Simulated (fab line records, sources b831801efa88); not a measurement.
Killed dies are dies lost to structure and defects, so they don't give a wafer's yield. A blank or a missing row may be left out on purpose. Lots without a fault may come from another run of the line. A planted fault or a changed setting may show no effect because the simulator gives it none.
Which tool did it? | flow gf180mcu | 7 lots, 21 wafers sampled, at 1 step of a route of 602

WHAT THE GAUGES READ, wafer by wafer
GF_V2_THK_MEAS_03.
lot  | measured     | on            | V2_CVD_02_THK (nm)
L755 | day 20 12:38 | film_metro-04 | 864 857 868
L757 | day 21 16:08 | film_metro-04 | 832 842 828
L761 | day 22 23:11 | film_metro-04 | 843 834 846
L762 | day 23 15:06 | film_metro-04 | 845 844 860
L766 | day 24 12:14 | film_metro-01 | 848 853 865
L768 | day 25 14:59 | film_metro-04 | 837 840 846
L776 | day 27 12:44 | film_metro-01 | 864 862 855

WHICH TOOL RAN EACH LOT (tool, then ch and the chambers of the sampled wafers, then the start)
The record holds no process step before these readings.

THE ANSWER, worked out from the rows above alone
Rule: what is usual is taken from the lots themselves. Put in order of their means at a reading, lots are off if they are a third of the lots or fewer, leave a main group of 4 or more, and stand apart from it by a gap of 3 or more times the standard deviation of the main group's means; of several such gaps the widest counts. A main group whose means are all the same, to the digits that the tables above print for the reading, isn't used. A lot without any number at a reading at which 4 lots or more have one is off too. The other lots that the step has rows for count as sound.
No lot is off at any reading shown: from this, nothing can be told.

WHAT THE SIMULATOR HAD PUT IN
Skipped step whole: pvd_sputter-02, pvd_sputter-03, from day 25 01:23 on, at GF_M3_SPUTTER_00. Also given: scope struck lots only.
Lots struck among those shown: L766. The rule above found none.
